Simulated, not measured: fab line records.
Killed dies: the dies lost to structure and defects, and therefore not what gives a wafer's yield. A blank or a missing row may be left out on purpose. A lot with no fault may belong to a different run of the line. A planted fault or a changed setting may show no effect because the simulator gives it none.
Code-filled problem report in 8D (eight disciplines) form ; flow sky130 ; the parts of the form that need people (team, actions taken, sign-off) are left out

1. WHAT IS WRONG
Mean of rfFwdPowerW at SKY_VIA2_ETCH_15: 1729 W across 6 wafers in 2 lots; on wafers with no fault it is 1488 W (standard deviation 5). Measured from the usual mean, that is +48 standard deviations.
The step: etches SiO2 in C4F8/O2/Ar, stops on TiN, target depth 546 nm, time 84 s.
First observed at day 38 04:23: wafer L875.2, on rieDiel-03. The record has a number at this step for 33 wafers belonging to 11 lots. The rule behind "out" and "out of limits": a value lying over 4 standard deviations away from the usual mean. The other wafers with a number count as sound.

2. WHAT IT IS, WHAT IT ISN'T
question;is;is not
which readings at this step;rfFwdPowerW;oesProductAu
which lots;L874, L875;L872, L881, L883, L884, L888, L890, L891, L892, L894
which wafers of those lots;all that have a number;-
read on which tools;rieDiel-03;rieDiel-01, rieDiel-02
when;from day 38 04:23;"up to then (3 sound wafers); but 24 sound wafers of L881, L883, L884, L888, L890, L891, L892, L894 came after"

3. WHAT RULES OUT EACH SUSPECT
Counting: any tool at a process step up to the reading is kept as a suspect provided that every lot that is out went through it and no sound lot did after the first of them.
- rieDiel-03 at SKY_VIA2_ETCH_15 (etches SiO2 in C4F8/O2/Ar, stops on TiN, target depth 546 nm, time 84 s): ruled out as a lasting fault. After its first lot that is out, L875 (day 38 04:23), sound lots L890 ran on it.
Left after counting: nothing in the record.

4. THE CAUSE (what the simulator had put in)
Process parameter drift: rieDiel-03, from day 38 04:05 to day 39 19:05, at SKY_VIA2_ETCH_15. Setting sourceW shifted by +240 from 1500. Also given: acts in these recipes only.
Counting ruled it out, wrongly.

5. THE EFFECT CHAIN, in route order
One row per reading whose mean, taken over the struck wafers that have a number, lies over 3 standard deviations from the usual. Only readings whose record carries a usual standard deviation are examined. hours: median over the lots of the time between each lot's start at the first step of this table that gives one and its start at this step. sigmas: the change, counted in usual standard deviations.
hours;step;reading;usual;on struck wafers;change;sigmas
0;SKY_VIA2_ETCH_15;rfFwdPowerW;1488 W;1729;+241;+48
Here are the process steps it includes:
- SKY_VIA2_ETCH_15: etches SiO2 in C4F8/O2/Ar, stops on TiN, target depth 546 nm, time 84 s.

6. HOW IT WOULD HAVE BEEN CAUGHT EARLIER
In this record no reading fell out of limits until day 38 04:23, 0 hours after the fault had begun at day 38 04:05.
